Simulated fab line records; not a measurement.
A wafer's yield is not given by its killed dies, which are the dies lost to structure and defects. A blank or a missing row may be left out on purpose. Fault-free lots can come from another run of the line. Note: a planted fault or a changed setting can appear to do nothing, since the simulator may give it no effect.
A struck lot beside a sound one / flow sky130 / 28 steps out of a route of 708
Sound: the wafers L232.1, L232.3, L232.6. Struck: wafers L238.1, L238.2, L238.4. The cause comes at the end.
Per side, at each step with rows, come the tool, then ch with its chambers, and then its first start. Under that, the readings that differ: sound wafers / struck wafers / difference of the means / sigmas: that difference in standard deviations of wafers without a fault.
alike: same words and numbers on both sides, and readings whose means sit less than 2 such deviations apart. not compared: any withheld reading, any reading some wafer has no value for, any bound like >300 that may hide the same value, and any number with overlapping values for which the record gives no deviation.
The two part at a step that has a row with sigmas, a row that says differs or no value, or rows on one side only. Non-overlapping numbers with no deviation appear without sigmas and do not part them. A reading missing from all wafers of one side parts the sides only when that side holds two or more wafers.

first, 1 step without rows for these wafers: SKY_DNWELL_IMPLANT_07.
SKY_DNWELL_STRIP_08: strips in O2/N2.
  sound on plasma asher-03 ch 1, day 5 17:43; struck on plasma asher-01 ch 0,1, day 6 22:49
  alike: chamber pressure mTorr, drypump motor current A, oes product au, strip time to endpoint s
  not compared: rf hours counter h
SKY_DNWELL_TW_MEAS_09:
  sound on film metro-02 at day 5 17:49; struck on film metro-04 at day 6 22:55
  alike: DNWELL_TW
then, 7 steps without rows for these wafers: SKY_PWDE_DEHYDRATE_00 (time 60 s); SKY_PWDE_HMDS_01 (prime time 60 s); SKY_PWDE_COAT_02 (resist thk 3000 nm); SKY_PWDE_SOFTBAKE_03; SKY_PWDE_EXPOSE_04 (exposes mask PWDEM, target cd 840 nm); SKY_PWDE_PEB_05; SKY_PWDE_DEVELOP_06 (develop time 60 s).
SKY_PWDE_OVL_MEAS_07:
  sound on overlay-01 at day 6 13:16; struck on overlay-02 at day 7 18:10
  alike: PWDE_OVL
after that, 1 step had no rows for these wafers: SKY_PWDE_IMPLANT_08.
SKY_PWDE_STRIP_09: strips in O2/N2.
  sound on plasma asher-04 ch 0,1, day 6 13:26; struck on plasma asher-02 ch 0,1, day 7 18:21
  no value came back on the struck wafers for chamber pressure mTorr (mTorr), drypump motor current A (A), oes product au (a.u.), strip time to endpoint s (s); on the sound wafers chamber pressure mTorr (mTorr) reads 1499.6 1501.0 1498.7
reading=model.coat_of_PWDE_COAT_02.thk nm (nm); sound=0 0 0; struck=2995 2993 2997; difference=+2995; sigmas=
  not compared: rf hours counter h
SKY_PWDE_TW_MEAS_10:
  sound on film metro-04 at day 6 13:32; struck on film metro-02 at day 7 18:27
reading=PWDE_TW; sound=379 379 380; struck=371 371 370; difference=-9; sigmas=-3
then, 7 steps without rows for these wafers: SKY_NWELL_DEHYDRATE_03 (time 60 s); SKY_NWELL_HMDS_04 (prime time 60 s); SKY_NWELL_COAT_05 (resist thk 3000 nm); SKY_NWELL_SOFTBAKE_06; SKY_NWELL_EXPOSE_07 (exposes mask NWM, target cd 840 nm); SKY_NWELL_PEB_08; SKY_NWELL_DEVELOP_09 (develop time 60 s).
SKY_NWELL_OVL_MEAS_10:
  sound on overlay-02 at day 7 08:37; struck on overlay-01 at day 8 15:12
  alike: NWELL_00_OVL
then, 3 steps without rows for these wafers: SKY_NWELL_IMPLANT_11; SKY_NWELL_IMPLANT_12; SKY_NWELL_IMPLANT_13.
SKY_NWELL_STRIP_14: strips in O2/N2.
  sound on plasma asher-03 ch 1, day 7 09:05; struck on plasma asher-03 ch 0,1, day 8 15:41
reading=oes product au (a.u.); sound=0.724 0.721 0.724; struck=0.743 0.748 0.742; difference=+0.021; sigmas=+5
reading=strip time to endpoint s (s); sound=37.00 37.16 36.96; struck=81.24 81.19 81.39; difference=+44.23; sigmas=+99 or more
  alike: chamber pressure mTorr, drypump motor current A
  not compared: rf hours counter h
SKY_NWELL_TW_MEAS_15:
  sound on film metro-01 at day 7 09:11; struck on film metro-04 at day 8 15:47
reading=NWELL_TW; sound=1806 1806 1810; struck=30 30 30; difference=-1777; sigmas=-85
then, 1 step without rows for these wafers: SKY_NWELL_DEHYDRATE_16 (time 60 s).

## WHERE THEY PART
Earliest at SKY_PWDE_STRIP_09; latest, in this record, at SKY_NWELL_TW_MEAS_15.

WHY: the cause the simulator had injected
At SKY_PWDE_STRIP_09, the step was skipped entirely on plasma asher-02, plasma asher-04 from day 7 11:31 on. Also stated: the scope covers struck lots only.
